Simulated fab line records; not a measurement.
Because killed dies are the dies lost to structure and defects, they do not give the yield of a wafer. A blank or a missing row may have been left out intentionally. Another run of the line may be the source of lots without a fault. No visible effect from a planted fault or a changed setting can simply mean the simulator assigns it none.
A struck lot beside a sound one -- flow sky130 -- 14 steps out of a route of 708
Sound: the wafers L986.2, L986.3, L986.4. Struck: wafers L996.4, L996.5, L996.6. The cause comes at the end.
At each step with rows: each side's tool, then ch and its chambers, then its first start. Under that, the readings that differ: sound wafers -- struck wafers -- difference of the means -- sigmas: that difference in standard deviations of wafers without a fault.
alike: same words and numbers on both sides, and readings whose means sit less than 2 such deviations apart. not compared: any withheld reading, any reading some wafer has no value for, any bound like >300 that may hide the same value, and any number with overlapping values for which the record gives no deviation.
Wherever a step has rows on one side only, a row that says differs or no value, or a row with sigmas, the two part there. When numbers do not overlap yet have no deviation, they are printed without sigmas and do not part them. Lack of a reading on every wafer of one side parts them only where that side has two or more wafers.

first, 3 steps without rows for these wafers: SKY_SD_P_EXPOSE_04 (exposes mask PSDM, target cd 380 nm); SKY_SD_P_PEB_05; SKY_SD_P_DEVELOP_06 (develop time 60 s).
SKY_SD_P_CD_MEAS_07: the cd target is 380 nm.
  sound on cd_sem-02 at day 25 11:26; struck on cd_sem-02 at day 29 14:00
  alike: cd_nm
SKY_SD_P_OVL_MEAS_08:
  sound on overlay-01 at day 25 11:32; struck on overlay-02 at day 29 14:04
  alike: SD_P_OVL
after that, 1 step had no rows for these wafers: SKY_SD_P_IMPLANT_09.
SKY_SD_P_STRIP_10: strips in O2/N2.
  sound on plasma_asher-04 ch 0,1, day 25 11:43; struck on plasma_asher-04 ch 0,1, day 29 14:17
  alike: drypump_motor_current_A, o2_flow_sccm, oes_product_au, strip_time_to_endpoint_s
  not compared: rf_hours_counter_h
SKY_SD_P_TW_MEAS_11:
  sound on film_metro-04 at day 25 11:49; struck on film_metro-04 at day 29 14:22
  alike: SD_P_TW
then, 4 steps without rows for these wafers: SKY_RES_XHIGH_DEHYDRATE_00 (time 60 s); SKY_RES_XHIGH_HMDS_01 (prime time 60 s); SKY_RES_XHIGH_COAT_02 (resist thk 1140 nm); SKY_RES_XHIGH_SOFTBAKE_03 (time 60 s).
SKY_RES_XHIGH_EXPOSE_04: exposes mask URPM, target cd 1270 nm.
  sound on iline_stepper-01 ch 0, day 26 02:17; struck on iline_stepper-01 ch 0, day 30 04:01
reading,sound,struck,difference,sigmas
mask,URPM#0 URPM#0 URPM#0,URPM_R1#0 URPM_R1#0 URPM_R1#0,differs,
after that, 1 step had no rows for these wafers: SKY_RES_XHIGH_PEB_05.

WHERE THEY PART
Within this record, at SKY_RES_XHIGH_EXPOSE_04 only.

WHY: what the simulator had put in
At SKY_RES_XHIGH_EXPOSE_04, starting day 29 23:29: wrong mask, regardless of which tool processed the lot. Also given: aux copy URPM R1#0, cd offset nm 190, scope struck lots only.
